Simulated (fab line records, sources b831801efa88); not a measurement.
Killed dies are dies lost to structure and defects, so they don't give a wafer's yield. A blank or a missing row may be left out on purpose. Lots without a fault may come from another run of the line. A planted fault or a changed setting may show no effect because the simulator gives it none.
Which tool did it? | flow gf180mcu | 6 lots, 18 wafers sampled, at 4 steps of a route of 602

WHAT THE GAUGES READ, wafer by wafer
GF_POLY_GATE_THK_MEAS_01.
lot  | measured     | on            | POLY_GATE_CVD_00_THK (nm)
L204 | day 9 14:44  | film_metro-02 | 202.5 203.0 202.3
L211 | day 11 02:12 | film_metro-04 | 197.7 199.6 198.4
L217 | day 12 16:58 | film_metro-03 | 200.0 199.8 201.1
L220 | day 13 16:13 | film_metro-02 | 199.3 199.7 199.8
L222 | day 14 05:41 | film_metro-03 | 200.0 199.1 198.1
L224 | day 14 21:31 | film_metro-04 | 200.9 200.3 201.9

WHICH TOOL RAN EACH LOT (tool, then ch and the chambers of the sampled wafers, then the start)
lot  | GF_VT_IMPLANT_STRIP_31               | GF_VT_IMPLANT_STRIP_42               | GF_POLY_GATE_CVD_00
L204 | plasma_asher-04 ch 0, day 7 13:20    | plasma_asher-02 ch 1, day 8 05:27    | lpcvd-01 ch 1, day 9 13:23
L211 | plasma_asher-02 ch 0,1, day 9 10:02  | plasma_asher-04 ch 0,1, day 10 02:38 | lpcvd-02 ch 1, day 11 00:51
L217 | plasma_asher-04 ch 0,1, day 10 22:14 | plasma_asher-04 ch 0,1, day 11 16:32 | lpcvd-02 ch 0, day 12 15:37
L220 | plasma_asher-04 ch 0,1, day 11 17:47 | plasma_asher-03 ch 0,1, day 12 12:56 | lpcvd-01 ch 1, day 13 14:52
L222 | plasma_asher-04 ch 0, day 12 07:59   | plasma_asher-04 ch 0,1, day 13 03:17 | lpcvd-01 ch 0, day 14 04:20
L224 | plasma_asher-04 ch 0,1, day 12 21:05 | plasma_asher-04 ch 0,1, day 13 17:41 | lpcvd-02 ch 1, day 14 20:10
- GF_VT_IMPLANT_STRIP_31: strips in O2/N2.
- GF_VT_IMPLANT_STRIP_42: strips in O2/N2.
- GF_POLY_GATE_CVD_00: deposits poly-Si, target thk 200 nm, time 1200 s.

THE ANSWER, worked out from the rows above alone
Rule: what is usual is taken from the lots themselves. Put in order of their means at a reading, lots are off if they are a third of the lots or fewer, leave a main group of 4 or more, and stand apart from it by a gap of 3 or more times the standard deviation of the main group's means; of several such gaps the widest counts. A main group whose means are all the same, to the digits that the tables above print for the reading, isn't used. A lot without any number at a reading at which 4 lots or more have one is off too. The other lots that the step has rows for count as sound.
No lot is off at any reading shown: from this, nothing can be told.

WHAT THE SIMULATOR HAD PUT IN
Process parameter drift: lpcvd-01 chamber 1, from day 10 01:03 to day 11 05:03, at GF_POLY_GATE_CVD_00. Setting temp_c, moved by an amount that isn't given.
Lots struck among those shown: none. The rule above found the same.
